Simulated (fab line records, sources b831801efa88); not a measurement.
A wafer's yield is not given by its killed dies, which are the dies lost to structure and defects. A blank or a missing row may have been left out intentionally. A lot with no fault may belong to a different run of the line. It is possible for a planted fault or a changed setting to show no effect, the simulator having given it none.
fab line records	flow sky130
[record] lots = 6	wafers = 18	last-day = 50
route steps=708 shown RES_PROTECT@214 POLY_GATE@217 PAD_OPEN@708
lots that met no fault: taken from a fault-free run of the same line
start-h: hours from the record's first day to the start of the lot's first wafer shown	wait-h: hours since the lot's step before	" unchanged from the row above	L1.1+2: a single row standing in for several wafers	- value missing, or start not given	* or withheld: withheld	< > ~ a bound
route shown NAME@n: a module of which the file shows steps, and the number in the route of the first	usual: mean/standard deviation taken from wafers without a fault	same: alike in all rows	chamber/n: place in a boat	sites: the reading at each site	_std_site: their standard deviation	_edge_site: inner sites' mean taken away from outer sites' mean	radius-mm: for every site, how far away it sits from the centre of the wafer	mask NAME#n: copy n	behind: the tool/chamber that last shaped the wafer	hold: cause of the lot's hold/its duration in hours/its outcome	device: the transistor (n, p or np) that didn't switch	end of line: the route-end tests of the same wafers	where a step has no rows: the recipe by itself	killed: dies that structure and defects cost at the first sort, which is not the same as the wafer's yield	map: a wafer's dies, x killed, . not, _ none there
set.NAME: the run value of the setting; set.NAME@STEP: its run value at that earlier step	model.NAME: the simulator's own value behind a step, which no gauge read
lots at selected steps of the route; one table per step, one row per wafer
services: from which hour (start-h, from the record's first day; less than 0 if before it) a tool's chamber was out of use, for how many hours, and why
[[steps]]
[step SKY_RES_PROTECT_STRIP_07]
[recipe] chemistry = O2/N2	power-w = 1400	pressure-mtorr = 1500	platen-temp-c = withheld	o2-flow-sccm = 3000	n2-flow-sccm = 300	overash-fraction = 0.5
[usual] drypump-motor-current-A = 5.8/0.63	oes-product-au = 0.517/0.0045	strip-time-to-endpoint-s = 23.28/0.043
lot.wafer	tool	chamber	start-h	wait-h	drypump-motor-current-A	oes-product-au	rf-hours-counter-h	strip-time-to-endpoint-s
L800.2	plasma-asher-02	0	391.81	0.1	5.8	0.520	70	23.29
L800.5	"	1	"	"	6.4	0.519	-	23.19
L800.6	"	0	"	"	5.8	0.522	-	23.23
L803.1	plasma-asher-02	1	407.84	0.1	6.4	0.523	71	23.27
L803.3	"	0	"	"	5.8	0.513	-	23.29
L803.5	"	1	"	"	6.4	0.518	-	23.24
L807.1	plasma-asher-02	0	446.41	0.1	5.8	0.515	75	23.30
L807.2	"	1	"	"	6.5	0.519	75	23.30
L807.3	"	1	"	"	6.4	0.518	-	23.24
L811.1	plasma-asher-04	1	478.14	0.1	4.9	0.512	36	23.29
L811.4	"	0	"	"	6.4	0.510	-	23.29
L811.5	"	1	"	"	4.9	0.518	-	23.29
L815.1	plasma-asher-01	0	519.56	0.1	4.8	0.517	6	23.31
L815.4	"	0	"	"	4.8	0.522	-	23.29
L815.5	"	1	"	"	5.0	0.522	-	23.29
L817.2	plasma-asher-02	1	527.66	0.1	6.4	0.522	85	23.31
L817.5	"	0	"	"	5.8	0.518	-	23.34
L817.6	"	1	"	"	6.5	0.521	-	23.32
[step SKY_RES_PROTECT_TW_MEAS_08]
[usual] POLY_GATE_TW = 4039/27
lot.wafer	tool	chamber	start-h	wait-h	POLY_GATE_TW
L800.2	film-metro-03	-	391.92	0.1	4006
L800.5	"	-	"	"	4021
L800.6	"	-	"	"	4032
L803.1	film-metro-04	-	407.94	0.1	4018
L803.3	"	-	"	"	3989
L803.5	"	-	"	"	3997
L807.1	film-metro-03	-	446.51	0.1	4022
L807.2	"	-	"	"	4034
L807.3	"	-	"	"	4034
L811.1	film-metro-03	-	478.24	0.1	4046
L811.4	"	-	"	"	4058
L811.5	"	-	"	"	4054
L815.1	film-metro-02	-	519.66	0.1	4065
L815.4	"	-	"	"	4030
L815.5	"	-	"	"	4025
L817.2	film-metro-04	-	527.77	0.1	3976
L817.5	"	-	"	"	3988
L817.6	"	-	"	"	4000
[step SKY_RES_PROTECT_CLEAN_09]
[recipe] chemistry = SC1/SC2	mix = 1:4:20	temp-c = 70	time-s = 150	dry = n2-spin
[step SKY_POLY_GATE_CVD_03]
[recipe] material = Si3N4	precursor = DCS/NH3	target-thk-nm = 75	temp-c = 770	time-s = 1290	pressure-mtorr = 250
[step SKY_POLY_GATE_THK_MEAS_04]
[recipe] reads = Si3N4_of_POLY_GATE_CVD_03
[usual] POLY_GATE_CVD_03_THK = 75.2/0.75
lot.wafer	tool	chamber	start-h	wait-h	POLY_GATE_CVD_03_THK[nm]
L800.2	film-metro-02	-	396.03	0.0	75.0
L800.5	"	-	"	"	75.3
L800.6	"	-	"	"	75.6
L803.1	film-metro-04	-	411.50	0.0	74.9
L803.3	"	-	"	"	74.3
L803.5	"	-	"	"	74.8
L807.1	film-metro-04	-	447.98	0.0	74.1
L807.2	"	-	"	"	73.5
L807.3	"	-	"	"	73.7
L811.1	film-metro-04	-	479.71	0.0	76.4
L811.4	"	-	"	"	75.6
L811.5	"	-	"	"	75.9
L815.1	film-metro-02	-	522.22	0.0	74.9
L815.4	"	-	"	"	74.5
L815.5	"	-	"	"	74.6
L817.2	film-metro-01	-	529.24	0.0	74.8
L817.5	"	-	"	"	75.1
L817.6	"	-	"	"	74.2
[step SKY_POLY_GATE_DEHYDRATE_05]
[recipe] temp-c = 200	time-s = 60
[step SKY_POLY_GATE_HMDS_06]
[recipe] prime-time-s = 60	prime-temp-c = 120
[step SKY_POLY_GATE_COAT_07]
[recipe] resist = BARC	temp-c = withheld	time-s = withheld	spin-rpm = 3000	resist-thk-nm = 110
[step SKY_POLY_GATE_COAT_08]
[recipe] resist = KrF-thick	spin-rpm = 3000	resist-thk-nm = 450
[step SKY_POLY_GATE_SOFTBAKE_09]
[recipe] temp-c = 100	time-s = 90	resist = KrF-thick
[step SKY_POLY_GATE_EXPOSE_10]
[recipe] mask-id = P1M	na = 0.68	source-shape = conventional	sigma-outer = 0.6	target-cd-nm = 150	dose-mj = 28
[step SKY_POLY_GATE_PEB_11]
[recipe] peb-temp-c = withheld	peb-time-s = withheld	resist = KrF-thick
[step SKY_POLY_GATE_DEVELOP_12]
[recipe] develop-time-s = 60	resist = KrF-thick	dev-temp-c = 21
[usual] developer-temp-C = 20.99/0.11
lot.wafer	tool	chamber	start-h	wait-h	developer-temp-C
L800.2	litho-track-04	0	425	-	20.84
L800.5	"	0	"	"	21.04
L800.6	"	0	"	"	20.94
L803.1	litho-track-02	0	441	-	20.97
L803.3	"	0	"	"	20.94
L803.5	"	0	"	"	20.89
L807.1	litho-track-02	0	479	-	21.11
L807.2	"	0	"	"	20.84
L807.3	"	0	"	"	20.87
L811.1	litho-track-04	0	510	-	21.03
L811.4	"	0	"	"	21.06
L811.5	"	0	511	-	20.96
L815.1	litho-track-02	0	552	-	18.98
L815.4	"	0	"	"	18.95
L815.5	"	0	"	"	18.97
L817.2	litho-track-02	0	559	-	18.96
L817.5	"	0	560	-	19.22
L817.6	"	0	"	"	19.20
[step SKY_POLY_GATE_CD_MEAS_13]
[recipe] target-cd-nm = 150
[usual] cd-nm = 150.2/1.3
lot.wafer	tool	chamber	start-h	wait-h	cd-nm
L800.2	cd-sem-02	-	425.38	-	149.7
L800.5	"	-	"	"	149.1
L800.6	"	-	"	"	148.8
L803.1	cd-sem-02	-	441.71	-	148.9
L803.3	"	-	"	"	149.8
L803.5	"	-	"	"	149.6
L807.1	cd-sem-01	-	479.21	-	149.7
L807.2	"	-	"	"	150.1
L807.3	"	-	"	"	150.6
L811.1	cd-sem-01	-	511.06	-	150.9
L811.4	"	-	"	"	152.4
L811.5	"	-	"	"	152.8
L815.1	cd-sem-02	-	552.76	-	151.8
L815.4	"	-	"	"	153.2
L815.5	"	-	"	"	152.8
L817.2	cd-sem-02	-	560.08	-	153.9
L817.5	"	-	"	"	152.5
L817.6	"	-	"	"	152.0
[step SKY_PAD_OPEN_PROBE_99]
[usual] killed_at_M0_to_M3 = 42/7.6	killed_at_M4_up = 3.4/2	killed-at-contacts = 24/5.9	killed-at-front-end = 16/4.5	killed-at-other = 0.4/0.58	killed-dies = 86/10	killed-on-rim = 17/4.2	killed-open = 47/7.6	killed-short = 39/6.7
[same] gross-dies = 492	killed-at-back-side = 0
lot.wafer	tool	chamber	start-h	wait-h	killed_at_M0_to_M3	killed_at_M4_up	killed-at-contacts	killed-at-front-end	killed-at-other	killed-dies	killed-on-rim	killed-open	killed-short
L800.2	prober-02	-	1119.67	0.1	34	4	20	19	1	78	16	48	30
L800.5	prober-02	-	1119.82	0.2	46	3	24	17	0	90	25	49	41
L800.6	prober-02	-	1119.87	0.2	36	4	27	12	0	79	13	41	38
L807.1	prober-02	-	1149.29	0.1	46	3	26	13	1	89	23	58	31
L807.2	prober-02	-	1149.34	0.1	34	2	25	20	0	81	13	49	32
L807.3	prober-02	-	1149.39	0.2	49	5	23	14	0	91	16	46	45
L811.1	prober-02	-	1168.93	0.1	45	2	22	11	0	80	17	49	31
L811.4	prober-02	-	1169.08	0.2	57	7	25	16	0	105	22	54	51
L811.5	prober-02	-	1169.13	0.2	37	2	28	12	0	79	16	47	32
L815.1	prober-02	-	1193.23	0.1	58	3	31	16	0	108	19	55	53
L815.4	prober-02	-	1193.38	0.2	35	3	24	15	0	77	14	39	38
L815.5	prober-02	-	1193.43	0.2	49	0	30	6	1	86	16	54	31
// killed by level:class
L800.2 CONTACT:geometric-particle:open=9 VIA1:geometric-particle:open=9 POLY_GATE:geometric-particle:open=8 VIA3:geometric-particle:open=7 FIELD_ISO:geometric-particle:open=6 CONTACT:geometric-particle:short=6 METAL4:geometric-particle:short=4 METAL1:geometric-particle:short=4
L800.5 VIA1:geometric-particle:open=12 VIA2:geometric-particle:open=11 CONTACT:geometric-particle:open=7 CONTACT:geometric-particle:short=6 METAL2:geometric-particle:short=6 FIELD_ISO:geometric-particle:open=5 VIA2:geometric-particle:short=5 LI_CONTACT:geometric-particle:open=5
L800.6 CONTACT:geometric-particle:open=13 METAL2:geometric-particle:short=7 VIA1:geometric-particle:open=7 LI_CONTACT:geometric-particle:open=6 POLY_GATE:geometric-particle:short=5 VIA1:geometric-particle:short=5 CONTACT:geometric-particle:short=4 FIELD_ISO:geometric-particle:open=3
L807.1 VIA1:geometric-particle:open=14 CONTACT:geometric-particle:open=10 VIA2:geometric-particle:open=8 LI_CONTACT:geometric-particle:open=5 VIA1:geometric-particle:short=5 VIA3:geometric-particle:short=5 POLY_GATE:geometric-particle:open=4 CONTACT:geometric-particle:short=4
L807.2 LI_CONTACT:geometric-particle:open=10 CONTACT:geometric-particle:open=10 VIA1:geometric-particle:open=7 VIA3:geometric-particle:open=6 FIELD_ISO:geometric-particle:short=5 POLY_GATE:geometric-particle:short=5 VIA1:geometric-particle:short=5 VIA2:geometric-particle:open=4
L807.3 VIA1:geometric-particle:open=10 CONTACT:geometric-particle:open=10 METAL2:geometric-particle:short=10 VIA3:geometric-particle:open=7 VIA2:geometric-particle:open=7 FIELD_ISO:geometric-particle:short=4 CONTACT:geometric-particle:short=4 VIA1:geometric-particle:short=4
L811.1 VIA3:geometric-particle:open=10 VIA1:geometric-particle:open=10 CONTACT:geometric-particle:open=8 LI_CONTACT:geometric-particle:open=7 VIA1:geometric-particle:short=5 METAL2:geometric-particle:short=5 VIA2:geometric-particle:open=5 POLY_GATE:geometric-particle:short=4
L811.4 VIA1:geometric-particle:open=12 VIA1:geometric-particle:short=9 VIA3:geometric-particle:open=9 CONTACT:geometric-particle:open=8 LI_CONTACT:geometric-particle:open=6 CONTACT:geometric-particle:short=5 METAL2:geometric-particle:short=5 VIA3:geometric-particle:short=5
L811.5 LI_CONTACT:geometric-particle:open=11 CONTACT:geometric-particle:open=9 VIA3:geometric-particle:open=6 METAL1:geometric-particle:short=5 VIA1:geometric-particle:open=5 FIELD_ISO:geometric-particle:short=4 FIELD_ISO:geometric-particle:open=4 VIA1:geometric-particle:short=4
L815.1 LI_CONTACT:geometric-particle:open=10 CONTACT:geometric-particle:open=10 VIA1:geometric-particle:open=10 VIA2:geometric-particle:open=8 METAL1:geometric-particle:short=8 FIELD_ISO:geometric-particle:short=6 VIA2:geometric-particle:short=6 VIA3:geometric-particle:open=6
L815.4 VIA3:geometric-particle:open=8 CONTACT:geometric-particle:open=7 CONTACT:geometric-particle:short=7 LI_CONTACT:geometric-particle:open=6 METAL1:geometric-particle:short=6 POLY_GATE:geometric-particle:short=4 VIA1:geometric-particle:open=4 VIA2:geometric-particle:short=4
L815.5 VIA1:geometric-particle:open=15 CONTACT:geometric-particle:open=12 VIA3:geometric-particle:open=10 CONTACT:geometric-particle:short=6 VIA2:geometric-particle:open=5 LI_CONTACT:geometric-particle:open=5 METAL2:geometric-particle:short=5 LI_CONTACT:geometric-particle:short=4
[[services]]
tool	chamber	start-h	hours	kind
plasma-asher-01	-	421.25	9.0	pm
plasma-asher-01	0	421.25	9.0	vent-cycle
plasma-asher-01	1	421.25	9.0	vent-cycle
plasma-asher-01	0	430.25	-	clean
plasma-asher-01	1	430.25	-	clean
plasma-asher-01	-	468.55	28.1	pm
plasma-asher-01	-	520.03	14.3	repair
plasma-asher-02	-	555.53	0.7	repair
[[key]]
[first-sign] step = SKY_POLY_GATE_DEVELOP_12	reading = developer-temp-C	direction = down	sigmas = 17	usual = *	struck = *
[effect] step = SKY_POLY_GATE_CD_MEAS_13	reading = cd-nm	direction = up	sigmas = 1.9	usual = 150.2	struck = 152.7
met-at SKY_POLY_GATE_DEVELOP_12
struck-wafers L815.1,L815.4,L815.5,L817.2,L817.5,L817.6
tester-left-out L815,L817
onset-between 479 552
[fault] kind = process-parameter-drift	tool = litho-track-02	chamber = -	onset-h = 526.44	steps = SKY_POLY_GATE_DEVELOP_12	channel = dev-temp-c	offset = *	shape = step	end-h = 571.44	acts-in = *	stated = *
// tester-left-out: of these lots the tester's yield and bins aren't shown, on N5 and GAA mostly nor the transistor test; their killed dies are dies lost to structure and defects alone, not to doping, threshold or leakage, so they don't give the yield
